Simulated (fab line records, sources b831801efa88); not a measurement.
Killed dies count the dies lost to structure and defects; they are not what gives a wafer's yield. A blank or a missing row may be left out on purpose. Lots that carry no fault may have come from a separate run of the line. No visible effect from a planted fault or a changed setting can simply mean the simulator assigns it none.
fab line records -- flow sky130
[record] lots = 7, wafers = 21, last_day = 50
route steps=708 shown SONOS_ONO@173 PAD_OPEN@708
lots with no fault: from the same line, run without faults
start_h: hours from the record's opening day to when the first of the lot's shown wafers began -- wait_h: time in hours since the lot's previous step -- " the same as in the row above -- L1.1+2: a row that stands for several wafers -- - no value, or no start given -- * or withheld: withheld -- < > ~ a bound
route shown NAME@n: a module of which the file shows steps, and the number in the route of the first -- usual: mean/standard deviation taken from wafers without a fault -- same: alike in all rows -- chamber/n: place in a boat -- sites: per-site readings -- _std_site: standard deviation across them -- _edge_site: inner sites' mean taken away from outer sites' mean -- radius_mm: how far each site lies from the wafer's centre -- mask NAME#n: copy n -- behind: the tool/chamber that last shaped the wafer -- hold: why the lot was held/for how many hours/how that ended -- device: names the non-switching transistor (n, p or np) -- end of line: the tests these same wafers got at the end of their route -- a step without rows: its recipe alone -- killed: not the wafer's yield, but the dies lost to structure and defects at the first sort -- map: the dies of a wafer, with x for killed, . for not killed, _ for no die there
set.NAME: the setting the step ran with; set.NAME@STEP: the setting that earlier step ran with -- model.NAME: the simulator's own value behind a step, which no gauge read
certain route steps with their lots: each step a table, each wafer a row
services: a tool's chamber out of use, with start hour (start_h, from the record's first day; less than 0 if before it), hours out, and reason
[[steps]]
[step SKY_SONOS_ONO_THK_MEAS_05]
[recipe] reads = SiO2_of_SONOS_ONO_CVD_04
[usual] SONOS_ONO_CVD_04_THK = 5.79/0.12
lot.wafer,tool,chamber,start_h,wait_h,SONOS_ONO_CVD_04_THK[nm]
L633.1,film_metro-02,-,258.52,0.0,5.87
L633.3,film_metro-02,-,258.52,0.0,5.80
L633.4,film_metro-02,-,258.52,0.0,5.84
L639.1,film_metro-01,-,308.52,0.0,5.72
L639.2,film_metro-01,-,308.52,0.0,5.77
L639.5,film_metro-01,-,308.52,0.0,5.63
L640.2,film_metro-02,-,317.27,0.0,5.67
L640.3,film_metro-02,-,317.27,0.0,5.79
L640.6,film_metro-02,-,317.27,0.0,5.75
L641.2,film_metro-01,-,317.30,0.0,5.85
L641.4,film_metro-01,-,317.30,0.0,5.77
L641.5,film_metro-01,-,317.30,0.0,5.85
L648.2,film_metro-01,-,380.95,0.0,5.81
L648.3,film_metro-01,-,380.95,0.0,5.90
L648.6,film_metro-01,-,380.95,0.0,5.94
L649.1,film_metro-01,-,381.00,0.1,5.96
L649.4,film_metro-01,-,381.00,0.1,6.01
L649.5,film_metro-01,-,381.00,0.1,5.90
L653.1,film_metro-04,-,422.35,0.0,5.82
L653.5,film_metro-04,-,422.35,0.0,5.78
L653.6,film_metro-04,-,422.35,0.0,5.70
[step SKY_SONOS_ONO_DEHYDRATE_06]
[recipe] temp_c = 200, time_s = 60
[step SKY_SONOS_ONO_HMDS_07]
[recipe] prime_time_s = 60, prime_temp_c = 120
[step SKY_SONOS_ONO_COAT_08]
[recipe] resist = NOVOLAK, spin_rpm = 3000, resist_thk_nm = 1140
[step SKY_SONOS_ONO_SOFTBAKE_09]
[recipe] temp_c = 90, time_s = 60, resist = NOVOLAK
[step SKY_SONOS_ONO_EXPOSE_10]
[recipe] mask_id = ONOM, target_cd_nm = 410, na = 0.6, source_shape = conventional, sigma_outer = 0.6, dose_mj = 150
[step SKY_SONOS_ONO_PEB_11]
[recipe] temp_c = withheld, time_s = *, resist = NOVOLAK
[step SKY_SONOS_ONO_DEVELOP_12]
[recipe] develop_time_s = 60, dev_temp_c = 23
[step SKY_SONOS_ONO_CD_MEAS_13]
[recipe] target_cd_nm = 410
[usual] cd_nm = 409.2/2.4
lot.wafer,tool,chamber,start_h,wait_h,cd_nm
L633.1,cd_sem-02,-,281.93,0.1,411.0
L633.3,cd_sem-02,-,281.93,0.1,407.3
L633.4,cd_sem-02,-,281.93,0.1,408.7
L639.1,cd_sem-01,-,335.29,0.1,407.7
L639.2,cd_sem-01,-,335.29,0.1,410.0
L639.5,cd_sem-01,-,335.29,0.1,406.9
L640.2,cd_sem-02,-,343.38,0.1,414.2
L640.3,cd_sem-02,-,343.38,0.1,412.5
L640.6,cd_sem-02,-,343.38,0.1,412.5
L641.2,cd_sem-01,-,343.68,0.1,413.7
L641.4,cd_sem-01,-,343.68,0.1,414.4
L641.5,cd_sem-01,-,343.68,0.1,413.9
L648.2,cd_sem-02,-,409.96,0.1,412.8
L648.3,cd_sem-02,-,409.96,0.1,410.6
L648.6,cd_sem-02,-,409.96,0.1,411.2
L649.1,cd_sem-01,-,410.31,0.1,405.4
L649.4,cd_sem-01,-,410.31,0.1,408.0
L649.5,cd_sem-01,-,410.31,0.1,405.2
L653.1,cd_sem-01,-,451.47,0.1,406.9
L653.5,cd_sem-01,-,451.47,0.1,406.2
L653.6,cd_sem-01,-,451.47,0.1,407.1
[step SKY_SONOS_ONO_OVL_MEAS_14]
[usual] SONOS_ONO_OVL = -0.4/1.3
lot.wafer,tool,chamber,start_h,wait_h,SONOS_ONO_OVL[nm]
L633.1,overlay-02,-,282.05,0.1,-1.2
L633.3,overlay-02,-,282.05,0.1,-0.7
L633.4,overlay-02,-,282.05,0.1,-1.0
L639.1,overlay-01,-,335.41,0.1,0.7
L639.2,overlay-01,-,335.41,0.1,0.6
L639.5,overlay-01,-,335.41,0.1,1.8
L640.2,overlay-01,-,343.49,0.1,-0.7
L640.3,overlay-01,-,343.49,0.1,-0.4
L640.6,overlay-01,-,343.49,0.1,-0.2
L641.2,overlay-02,-,343.79,0.1,-0.4
L641.4,overlay-02,-,343.79,0.1,0.3
L641.5,overlay-02,-,343.79,0.1,1.4
L648.2,overlay-01,-,410.07,0.1,-2.2
L648.3,overlay-01,-,410.07,0.1,-2.7
L648.6,overlay-01,-,410.07,0.1,-1.4
L649.1,overlay-02,-,410.43,0.1,1.0
L649.4,overlay-02,-,410.43,0.1,-0.6
L649.5,overlay-02,-,410.43,0.1,0.4
L653.1,overlay-02,-,451.59,0.1,-1.5
L653.5,overlay-02,-,451.59,0.1,-2.2
L653.6,overlay-02,-,451.59,0.1,-1.4
[step SKY_SONOS_ONO_ETCH_15]
[recipe] target_depth_nm = 19.52, chemistry = CHF3/O2, source_w = 600, bias_w = 200, pressure_mtorr = 40, chf3_flow_sccm = 50, O2_flow_sccm = 5, time_s = 7.8
[usual] bias_w = 199.9/0.62, drypump_motor_current_A = 5.6/0.53, oes_product_au = 1.003/0.0079, rf_fwd_power_W = 586.0/2.2, throttle_valve_pct = 8.825/0.0095
lot.wafer,tool,chamber,start_h,wait_h,bias_w,drypump_motor_current_A,oes_product_au,rf_fwd_power_W,rf_hours_counter_h,throttle_valve_pct
L633.1,rie_diel-03,3,282.09,0.0,200.5,5.8,0.991,585.2,13,8.830
L633.3,rie_diel-03,2,282.09,0.0,200.3,5.5,0.991,586.2,98,8.828
L633.4,rie_diel-03,1,282.09,0.0,199.7,6.1,0.996,582.0,0,8.828
L639.1,rie_diel-04,1,335.45,0.0,201.1,5.1,0.998,585.7,94,8.823
L639.2,rie_diel-04,0,335.45,0.0,199.0,6.3,1.012,585.5,8,8.835
L639.5,rie_diel-04,3,335.45,0.0,199.0,4.8,1.010,586.1,-,8.832
L640.2,rie_diel-03,0,343.52,0.0,200.4,5.1,1.008,582.9,91,8.831
L640.3,rie_diel-03,3,343.52,0.0,199.6,5.8,0.986,587.4,15,8.806
L640.6,rie_diel-03,3,343.52,0.0,199.9,5.8,0.997,586.4,-,8.823
L641.2,rie_diel-04,2,343.82,0.0,199.8,5.4,0.995,585.0,41,8.826
L641.4,rie_diel-04,3,343.82,0.0,200.0,4.8,1.014,584.6,85,8.828
L641.5,rie_diel-04,1,343.82,0.0,200.6,5.1,0.991,588.0,-,8.814
L648.2,rie_diel-03,0,410.10,0.0,199.4,5.1,1.003,582.5,92,8.812
L648.3,rie_diel-03,2,410.10,0.0,200.0,5.5,0.994,586.7,101,8.830
L648.6,rie_diel-03,0,410.10,0.0,200.5,5.1,0.985,583.7,-,8.836
L649.1,rie_diel-04,0,410.47,0.0,200.1,6.3,1.005,584.2,9,8.839
L649.4,rie_diel-04,1,410.47,0.0,199.9,5.1,0.995,587.1,95,8.814
L649.5,rie_diel-04,3,410.47,0.0,199.9,4.8,1.008,583.0,-,8.850
L653.1,rie_diel-03,0,451.62,0.0,200.2,5.1,1.006,585.8,93,8.835
L653.5,rie_diel-03,0,451.62,0.0,199.6,5.1,1.008,586.0,-,8.815
L653.6,rie_diel-03,3,451.62,0.0,200.2,5.8,1.006,586.9,-,8.825
[step SKY_SONOS_ONO_WET_ETCH_16]
[recipe] chemistry = dHF, target_depth_nm = 14, dry = n2_spin, target = SiO2, dilution = 100:1, temp_c = 25, time_s = 280
[step SKY_SONOS_ONO_STRIP_17]
[recipe] chemistry = O2/N2, power_w = 1400, pressure_mtorr = 1500, platen_temp_c = withheld, o2_flow_sccm = 3000, n2_flow_sccm = 300, overash_fraction = 0.5
[usual] chamber_pressure_mTorr = 1499.9/1.4, drypump_motor_current_A = 5.6/0.48, oes_product_au = 0.710/0.0046, overash_fraction = 0.5/0, strip_time_to_endpoint_s = 14.09/0.053
lot.wafer,tool,chamber,start_h,wait_h,chamber_pressure_mTorr,drypump_motor_current_A,oes_product_au,overash_fraction,rf_hours_counter_h,strip_time_to_endpoint_s,model.NOVOLAK_of_SONOS_ONO_COAT_08.thk_nm
L633.1,plasma_asher-01,0,282.19,0.0,1501.0,6.6,0.710,0.5,48,14.16,0
L633.3,plasma_asher-01,1,282.19,0.0,1499.8,5.3,0.717,0.5,-,14.20,0
L633.4,plasma_asher-01,0,282.19,0.0,1496.4,6.6,0.710,0.5,-,14.18,0
L639.1,plasma_asher-04,1,335.56,0.0,-,-,-,-,-,-,1126
L639.2,plasma_asher-04,0,335.56,0.0,-,-,-,-,-,-,1128
L639.5,plasma_asher-04,0,335.56,0.0,-,-,-,-,-,-,1129
L640.2,plasma_asher-03,0,343.63,0.0,-,-,-,-,-,-,1123
L640.3,plasma_asher-03,0,343.63,0.0,-,-,-,-,-,-,1128
L640.6,plasma_asher-03,0,343.63,0.0,-,-,-,-,-,-,1123
L641.2,plasma_asher-01,1,343.93,0.0,-,-,-,-,-,-,1130
L641.4,plasma_asher-01,1,343.93,0.0,-,-,-,-,-,-,1129
L641.5,plasma_asher-01,0,343.93,0.0,-,-,-,-,-,-,1129
L648.2,plasma_asher-01,0,410.21,0.0,1499.3,6.5,0.706,0.5,61,14.00,0
L648.3,plasma_asher-01,1,410.21,0.0,1501.7,5.3,0.710,0.5,-,14.00,0
L648.6,plasma_asher-01,0,410.21,0.0,1501.3,6.5,0.715,0.5,-,14.04,0
L649.1,plasma_asher-04,0,410.66,0.0,1498.9,5.4,0.712,0.5,69,14.08,0
L649.4,plasma_asher-04,0,410.66,0.0,1499.7,5.4,0.704,0.5,-,14.10,0
L649.5,plasma_asher-04,1,410.66,0.0,1501.6,5.7,0.713,0.5,-,14.13,0
L653.1,plasma_asher-01,0,451.74,0.0,1498.7,6.6,0.710,0.5,66,14.06,0
L653.5,plasma_asher-01,1,451.74,0.0,1499.6,5.3,0.719,0.5,-,14.12,0
L653.6,plasma_asher-01,0,451.74,0.0,1498.0,6.6,0.714,0.5,-,14.13,0
[step SKY_SONOS_ONO_WET_ETCH_18]
[recipe] chemistry = H3PO4, target_depth_nm = 15, target = Si3N4, temp_c = 160, time_s = 172
[step SKY_PAD_OPEN_PROBE_99]
[usual] killed_at_M0_to_M3 = 44/7.9, killed_at_M4_up = 3.1/1.9, killed_at_contacts = 24/4.6, killed_at_front_end = 16/4.9, killed_at_other = 0.3/0.6, killed_dies = 87/9.7, killed_on_rim = 17/3.7, killed_open = 48/7.2, killed_short = 39/5.6
[same] gross_dies = 492, killed_at_back_side = 0
lot.wafer,tool,chamber,start_h,wait_h,killed_at_M0_to_M3,killed_at_M4_up,killed_at_contacts,killed_at_front_end,killed_at_other,killed_dies,killed_on_rim,killed_open,killed_short
L633.1,prober-02,-,1070.39,0.1,50,1,26,24,0,101,15,65,35
L633.3,prober-02,-,1070.49,0.2,54,8,24,25,0,111,25,68,43
L633.4,prober-02,-,1070.54,0.2,43,2,29,14,0,88,19,55,33
L639.1,prober-02,-,1110.38,0.1,33,1,25,433,0,492,96,39,35
L639.2,prober-02,-,1110.43,0.1,46,2,25,419,0,492,96,49,41
L639.5,prober-02,-,1110.58,0.2,54,3,29,406,0,492,96,52,43
L641.2,prober-01,-,1116.68,0.1,39,1,23,429,0,492,96,38,35
L641.4,prober-01,-,1116.78,0.2,41,3,29,419,0,492,96,39,41
L641.5,prober-01,-,1116.83,0.2,55,1,27,409,0,492,96,62,34
L640.2,prober-02,-,1117.49,0.1,34,0,25,433,0,492,96,40,35
L640.3,prober-02,-,1117.54,0.2,46,4,23,419,0,492,96,47,37
L640.6,prober-02,-,1117.69,0.2,50,5,22,413,2,492,96,56,34
L649.1,prober-02,-,1185.79,0.1,49,2,19,11,0,81,20,45,36
L649.4,prober-02,-,1185.94,0.2,57,5,24,9,0,95,17,51,44
L649.5,prober-02,-,1185.99,0.2,54,3,29,10,0,96,16,51,45
L648.2,prober-01,-,1186.29,0.1,37,4,22,14,0,77,16,37,40
L648.3,prober-01,-,1186.34,0.2,53,6,22,17,0,98,17,52,46
L648.6,prober-01,-,1186.49,0.2,58,4,23,19,0,104,22,64,40
L653.1,prober-01,-,1189.50,0.1,49,1,25,8,0,83,15,44,38
L653.5,prober-01,-,1189.70,0.2,42,3,16,5,0,66,9,39,27
L653.6,prober-01,-,1189.75,0.2,43,2,23,9,0,77,21,41,35
// killed by level:class
L633.1 VIA1:geometric_particle:open=16 CONTACT:geometric_particle:open=12 POLY_GATE:geometric_particle:open=9 VIA3:geometric_particle:open=9 LI_CONTACT:geometric_particle:open=7 VIA1:geometric_particle:short=6 POLY_GATE:geometric_particle:short=4 CONTACT:geometric_particle:short=4
L633.3 VIA1:geometric_particle:open=15 CONTACT:geometric_particle:open=12 VIA3:geometric_particle:open=9 VIA2:geometric_particle:open=8 POLY_GATE:geometric_particle:short=7 FIELD_ISO:geometric_particle:open=5 METAL1:geometric_particle:short=5 VIA2:geometric_particle:short=5
L633.4 VIA1:geometric_particle:open=16 LI_CONTACT:geometric_particle:open=13 VIA2:geometric_particle:open=7 VIA3:geometric_particle:open=6 FIELD_ISO:geometric_particle:short=5 LOCAL_INTERCONNECT:geometric_particle:short=5 CONTACT:geometric_particle:short=5 FIELD_ISO:geometric_particle:open=4
L639.1 GATE_OXIDE:area_oxidation=417 CONTACT:geometric_particle:open=9 FIELD_ISO:geometric_particle:short=6 LI_CONTACT:geometric_particle:open=6 METAL1:geometric_particle:short=6 VIA3:geometric_particle:open=6 POLY_GATE:geometric_particle:open=4 METAL2:geometric_particle:short=4
L639.2 GATE_OXIDE:area_oxidation=402 VIA3:geometric_particle:open=11 CONTACT:geometric_particle:open=10 VIA1:geometric_particle:open=10 METAL2:geometric_particle:short=6 LI_CONTACT:geometric_particle:open=5 POLY_GATE:geometric_particle:short=4 LI_CONTACT:geometric_particle:short=4
L639.5 GATE_OXIDE:area_oxidation=397 VIA1:geometric_particle:open=13 CONTACT:geometric_particle:open=12 LI_CONTACT:geometric_particle:open=7 METAL1:geometric_particle:short=7 METAL2:geometric_particle:short=6 VIA2:geometric_particle:open=6 POLY_GATE:geometric_particle:short=4
L641.2 GATE_OXIDE:area_oxidation=419 CONTACT:geometric_particle:open=10 VIA1:geometric_particle:open=7 VIA3:geometric_particle:open=7 LOCAL_INTERCONNECT:geometric_particle:short=5 CONTACT:geometric_particle:short=5 VIA1:geometric_particle:short=4 VIA2:geometric_particle:open=4
L641.4 GATE_OXIDE:area_oxidation=412 CONTACT:geometric_particle:open=10 VIA2:geometric_particle:open=8 LOCAL_INTERCONNECT:geometric_particle:short=7 VIA3:geometric_particle:open=7 LI_CONTACT:geometric_particle:open=6 METAL1:geometric_particle:short=5 METAL2:geometric_particle:short=5
L641.5 GATE_OXIDE:area_oxidation=396 CONTACT:geometric_particle:open=14 VIA2:geometric_particle:open=12 VIA1:geometric_particle:open=9 VIA3:geometric_particle:open=8 METAL1:geometric_particle:short=8 POLY_GATE:geometric_particle:open=5 LI_CONTACT:geometric_particle:open=5
L640.2 GATE_OXIDE:area_oxidation=416 CONTACT:geometric_particle:open=7 CONTACT:geometric_particle:short=7 VIA1:geometric_particle:open=7 VIA2:geometric_particle:open=6 METAL1:geometric_particle:short=6 LI_CONTACT:geometric_particle:open=4 LOCAL_INTERCONNECT:geometric_particle:short=4
L640.3 GATE_OXIDE:area_oxidation=408 CONTACT:geometric_particle:open=11 VIA3:geometric_particle:open=7 VIA1:geometric_particle:open=7 VIA2:geometric_particle:open=6 POLY_GATE:geometric_particle:open=5 METAL1:geometric_particle:short=5 METAL2:geometric_particle:short=5
L640.6 GATE_OXIDE:area_oxidation=399 LI_CONTACT:geometric_particle:open=10 VIA1:geometric_particle:open=10 VIA2:geometric_particle:open=9 VIA3:geometric_particle:open=8 METAL2:geometric_particle:short=7 FIELD_ISO:geometric_particle:open=4 CONTACT:geometric_particle:open=4
L649.1 VIA1:geometric_particle:open=10 VIA3:geometric_particle:open=7 VIA2:geometric_particle:open=7 METAL2:geometric_particle:short=7 POLY_GATE:geometric_particle:short=5 LI_CONTACT:geometric_particle:open=5 CONTACT:geometric_particle:open=5 VIA2:geometric_particle:short=5
L649.4 VIA1:geometric_particle:short=11 METAL2:geometric_particle:short=9 CONTACT:geometric_particle:open=8 VIA2:geometric_particle:open=8 VIA3:geometric_particle:open=7 VIA1:geometric_particle:open=6 LI_CONTACT:geometric_particle:open=5 METAL1:geometric_particle:open=5
L649.5 VIA1:geometric_particle:open=10 LI_CONTACT:geometric_particle:open=9 LOCAL_INTERCONNECT:geometric_particle:short=8 VIA2:geometric_particle:open=8 VIA3:geometric_particle:open=8 CONTACT:geometric_particle:open=7 METAL1:geometric_particle:short=7 VIA1:geometric_particle:short=7
L648.2 METAL1:geometric_particle:short=8 CONTACT:geometric_particle:open=7 VIA2:geometric_particle:open=7 VIA1:geometric_particle:open=6 POLY_GATE:geometric_particle:short=5 LI_CONTACT:geometric_particle:open=5 FIELD_ISO:geometric_particle:open=4 CONTACT:geometric_particle:short=4
L648.3 VIA1:geometric_particle:open=13 LOCAL_INTERCONNECT:geometric_particle:short=8 LI_CONTACT:geometric_particle:open=7 FIELD_ISO:geometric_particle:open=6 METAL2:geometric_particle:short=6 VIA3:geometric_particle:short=6 VIA2:geometric_particle:short=5 VIA3:geometric_particle:open=5
L648.6 VIA3:geometric_particle:open=12 CONTACT:geometric_particle:open=11 VIA1:geometric_particle:open=11 FIELD_ISO:geometric_particle:open=7 METAL2:geometric_particle:short=7 VIA2:geometric_particle:open=6 LI_CONTACT:geometric_particle:open=6 VIA3:geometric_particle:short=5
L653.1 VIA1:geometric_particle:open=17 VIA1:geometric_particle:short=11 CONTACT:geometric_particle:open=9 VIA2:geometric_particle:open=7 LI_CONTACT:geometric_particle:open=5 CONTACT:geometric_particle:short=5 LI_CONTACT:geometric_particle:short=4 FIELD_ISO:geometric_particle:short=3
L653.5 VIA1:geometric_particle:open=11 VIA2:geometric_particle:open=10 VIA1:geometric_particle:short=5 LI_CONTACT:geometric_particle:short=4 LI_CONTACT:geometric_particle:open=4 METAL1:geometric_particle:short=4 VIA3:geometric_particle:open=4 CONTACT:geometric_particle:open=3
L653.6 VIA1:geometric_particle:open=12 VIA2:geometric_particle:open=10 LOCAL_INTERCONNECT:geometric_particle:short=6 LI_CONTACT:geometric_particle:open=5 CONTACT:geometric_particle:short=5 VIA2:geometric_particle:short=5 LI_CONTACT:geometric_particle:short=4 VIA1:geometric_particle:short=4
// map L639.1 (x killed, . not)
__________xxxxxxxxxx_________
________xxxxxxxxxxxxxx_______
______xxxxxxxxxxxxxxxxxx_____
_____xxxxxxxxxxxxxxxxxxxx____
____xxxxxxxxxxxxxxxxxxxxxx___
___xxxxxxxxxxxxxxxxxxxxxxxx__
__xxxxxxxxxxxxxxxxxxxxxxxxxx_
_xxxxxxxxxxxxxxxxxxxxxxxxxxxx
_xxxxxxxxxxxxxxxxxxxxxxxxxxxx
_xxxxxxxxxxxxxxxxxxxxxxxxxxxx
_xxxxxxxxxxxxxxxxxxxxxxxxxxxx
_xxxxxxxxxxxxxxxxxxxxxxxxxxxx
_xxxxxxxxxxxxxxxxxxxxxxxxxxxx
_xxxxxxxxxxxxxxxxxxxxxxxxxxxx
_xxxxxxxxxxxxxxxxxxxxxxxxxxxx
__xxxxxxxxxxxxxxxxxxxxxxxxxx_
___xxxxxxxxxxxxxxxxxxxxxxxx__
____xxxxxxxxxxxxxxxxxxxxxx___
_____xxxxxxxxxxxxxxxxxxxx____
______xxxxxxxxxxxxxxxxxx_____
________xxxxxxxxxxxxxx_______
__________xxxxxxxxxx_________
// map L640.2 (x killed, . not)
__________xxxxxxxxxx_________
________xxxxxxxxxxxxxx_______
______xxxxxxxxxxxxxxxxxx_____
_____xxxxxxxxxxxxxxxxxxxx____
____xxxxxxxxxxxxxxxxxxxxxx___
___xxxxxxxxxxxxxxxxxxxxxxxx__
__xxxxxxxxxxxxxxxxxxxxxxxxxx_
_xxxxxxxxxxxxxxxxxxxxxxxxxxxx
_xxxxxxxxxxxxxxxxxxxxxxxxxxxx
_xxxxxxxxxxxxxxxxxxxxxxxxxxxx
_xxxxxxxxxxxxxxxxxxxxxxxxxxxx
_xxxxxxxxxxxxxxxxxxxxxxxxxxxx
_xxxxxxxxxxxxxxxxxxxxxxxxxxxx
_xxxxxxxxxxxxxxxxxxxxxxxxxxxx
_xxxxxxxxxxxxxxxxxxxxxxxxxxxx
__xxxxxxxxxxxxxxxxxxxxxxxxxx_
___xxxxxxxxxxxxxxxxxxxxxxxx__
____xxxxxxxxxxxxxxxxxxxxxx___
_____xxxxxxxxxxxxxxxxxxxx____
______xxxxxxxxxxxxxxxxxx_____
________xxxxxxxxxxxxxx_______
__________xxxxxxxxxx_________
[[services]]
tool,chamber,start_h,hours,kind
plasma_asher-04,-,259.11,28.1,pm
rie_diel-03,1,263.40,-,clean
rie_diel-03,1,263.40,13.8,scheduled_down
rie_diel-03,1,263.40,13.8,vent_cycle
rie_diel-03,-,282.98,0.6,repair
plasma_asher-04,-,378.52,4.3,pm
plasma_asher-04,-,413.80,0.9,repair
plasma_asher-04,-,421.25,9.0,pm
plasma_asher-04,0,421.25,9.0,vent_cycle
plasma_asher-04,1,421.25,9.0,vent_cycle
plasma_asher-04,-,430.25,10.0,pm
plasma_asher-04,0,430.25,-,clean
plasma_asher-04,1,430.25,-,clean
plasma_asher-04,-,437.79,3.2,repair
rie_diel-03,2,441.94,-,clean
rie_diel-03,2,441.94,28.1,scheduled_down
rie_diel-03,2,441.94,28.1,vent_cycle
[[key]]
[first_sign] step = SKY_SONOS_ONO_STRIP_17, reading = tool_record, direction = missing
[effect] step = SKY_PAD_OPEN_PROBE_99, reading = killed_at_front_end, direction = up, sigmas = 83, usual = 16, struck = 420
[model_effect] step = SKY_SONOS_ONO_STRIP_17, value = NOVOLAK_of_SONOS_ONO_COAT_08.thk_nm, without = 0, struck = 1127
[more_kills_born_at] SKY_GATE_OXIDE_OXIDATION_01@furnace-02 = 2450, SKY_GATE_OXIDE_OXIDATION_01@furnace-01 = 1216
met_at SKY_SONOS_ONO_STRIP_17
struck_wafers L639.1,L639.2,L639.5,L640.2,L640.3,L640.6,L641.2,L641.4,L641.5
later_rows_left_out L639.1,L639.2,L639.5,L640.2,L640.3,L640.6,L641.2,L641.4,L641.5
tester_left_out L639,L640,L641
onset_between 282.19 335.56
[fault] kind = skipped_step_whole, tool = plasma_asher-01,plasma_asher-03,plasma_asher-04, chamber = -, onset_h = 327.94, steps = SKY_SONOS_ONO_STRIP_17, scope = struck_lots_only
// tester_left_out: of these lots the tester's yield and bins aren't shown, on N5 and GAA mostly nor the transistor test; their killed dies are dies lost to structure and defects alone, not to doping, threshold or leakage, so they don't give the yield
// later_rows_left_out: the simulator's readings of these wafers behind a module that went badly wrong aren't trusted and aren't shown, but for the sort
